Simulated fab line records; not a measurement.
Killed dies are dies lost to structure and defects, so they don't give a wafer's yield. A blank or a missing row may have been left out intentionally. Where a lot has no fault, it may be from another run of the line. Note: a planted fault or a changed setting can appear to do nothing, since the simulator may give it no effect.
A single fault, viewed from 2 desks ; flow gf180mcu ; every desk sees just its own numbers, and what lay behind them comes last

## THE TOOL OWNER'S DESK: pvd-sputter-01
The tool's own readings at GF_MIM_SPUTTER_04 (material TiN, target thk 50 nm, time 41.7 s): means of the sampled wafers that have a number, for each lot that ran on this tool. Marked OUT: a lot whose mean sits more than 4 standard deviations from the usual mean, which makes it out of limits; the brackets give that distance.
Columns: A = chamber-pressure-pa at GF_MIM_SPUTTER_04, usual 0.4002 Pa; B = throttle-valve-pct at GF_MIM_SPUTTER_04, usual 30.4 %
lot;first seen here;A;B
L793;day 27 18:31;0.3999;30.8
L795;day 28 12:38;0.4002;30.6
L798;day 29 10:20;0.3996;30.6
Finding of this desk: none of the 3 lots has anything out of limits.

## AT THE METROLOGY DESK
Lot by lot, what the gauges showed, no matter which tool ran the lot: averages of those sampled wafers that carry a number. Marked OUT: a lot whose mean sits more than 4 standard deviations from the usual mean, which makes it out of limits; the brackets give that distance.
Columns: A = V4_W_RS at GF_V4_RS_MEAS_24, usual 0.326 ohm/sq; B = V4_W_THK at GF_V4_THK_MEAS_25, usual 349 nm; C = MIM_CVD_05_THK at GF_MIM_THK_MEAS_06, usual 42.1 nm; D = MIM_ALCU_RS at GF_MIM_RS_MEAS_10, usual 0.1604 ohm/sq; E = MIM_ALCU_THK at GF_MIM_THK_MEAS_11, usual 195.8 nm; F = cd-nm at GF_M5_CD_MEAS_07, usual 280.3 nm; G = M5_OVL at GF_M5_OVL_MEAS_08, usual 1 nm
lot;first seen here;A;B;C;D;E;F;G
L793;day 27 17:51;0.332;344;41.4;0.1603;196.9;280.3;4
L795;day 28 11:59;0.318;356;42.5;0.1599;195.4;280.1;8
L798;day 29 09:40;0.328;347;41.7;0.1607;195.8;281.6;-3
L800;day 29 22:07;0.326;348;41.6;0.1604;197.3;281.3;1
L801;day 30 03:38;0.331;344;41.7;0.1573;199.2;280.9;-1
L802;day 30 08:28;0.324;353;41.8;0.1607;194.3;279.7;9
Finding of this desk: none of the 6 lots has anything out of limits.

## PUT TOGETHER
The desk of the tool owner found nothing out of limits.
The metrology desk saw nothing out of limits.

## WHAT HAD BEEN PUT IN BY THE SIMULATOR
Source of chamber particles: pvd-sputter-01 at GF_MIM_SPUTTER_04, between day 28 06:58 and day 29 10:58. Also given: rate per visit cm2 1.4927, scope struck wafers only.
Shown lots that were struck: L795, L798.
